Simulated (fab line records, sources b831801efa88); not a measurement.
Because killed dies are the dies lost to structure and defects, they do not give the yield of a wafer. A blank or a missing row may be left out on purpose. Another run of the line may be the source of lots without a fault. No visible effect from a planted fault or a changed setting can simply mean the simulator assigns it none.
Matching of chambers :: flow sky130 :: cmp-01 running SKY_VIA2_CMP_02: 4 sister chambers
The step polishes SiO2. 4 wafers are shown with their chamber, then 12 later ones without.

## EACH WAFER AND ITS CHAMBER
wafer: L086.5
chamber: 2
motor current A (A): 8.8

wafer: L088.1
chamber: 0
motor current A (A): 9.7

wafer: L088.4
chamber: 1
motor current A (A): 11.6

wafer: L088.5
chamber: 3
motor current A (A): 11.5

## WAFERS WHOSE CHAMBER IS MISSING
wafer: L091.1
motor current A (A): 11.7

wafer: L091.5
motor current A (A): 10.3

wafer: L091.6
motor current A (A): 12.0

wafer: L092.3
motor current A (A): 8.9

wafer: L092.5
motor current A (A): 11.3

wafer: L092.6
motor current A (A): 8.8

wafer: L096.3
motor current A (A): 10.1

wafer: L096.5
motor current A (A): 11.4

wafer: L096.6
motor current A (A): 10.4

wafer: L097.1
motor current A (A): 10.1

wafer: L097.3
motor current A (A): 11.5

wafer: L097.5
motor current A (A): 10.8

## WHICH CHAMBER EACH ONE RAN IN
wafer: L091.1
from the rows above: can't be placed: 1 or 3
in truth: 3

wafer: L091.5
from the rows above: can't be placed: 0 or 3 or 1
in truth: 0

wafer: L091.6
from the rows above: can't be placed: 1 or 3
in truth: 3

wafer: L092.3
from the rows above: can't be placed: 2 or 0
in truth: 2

wafer: L092.5
from the rows above: can't be placed: 3 or 1
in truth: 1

wafer: L092.6
from the rows above: 2
in truth: 2

wafer: L096.3
from the rows above: 0
in truth: 0

wafer: L096.5
from the rows above: can't be placed: 3 or 1
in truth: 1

wafer: L096.6
from the rows above: can't be placed: 0 or 3 or 1
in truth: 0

wafer: L097.1
from the rows above: 0
in truth: 0

wafer: L097.3
from the rows above: can't be placed: 3 or 1
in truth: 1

wafer: L097.5
from the rows above: can't be placed: 3 or 1 or 0
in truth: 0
Correct placement for 3 of the 12. Cannot be placed on the basis of these rows: 9; the candidates contain the true chamber in 9. 0 placed wrongly.
How it was worked out, from the rows above alone: a wafer's distance from a chamber is the root of the sum, over the readings, of the square of ((its reading less the chamber's mean) divided by the reading's scatter). If the next closest chamber is less than 2 further off than the closest, the wafer can't be placed; otherwise it belongs to the closest. For every chamber, the mean is computed from those of its wafers that are shown. The scatter (one wafer shown for each chamber): square how far every hidden wafer sits from the nearest shown wafer, average those squares and take the square root.
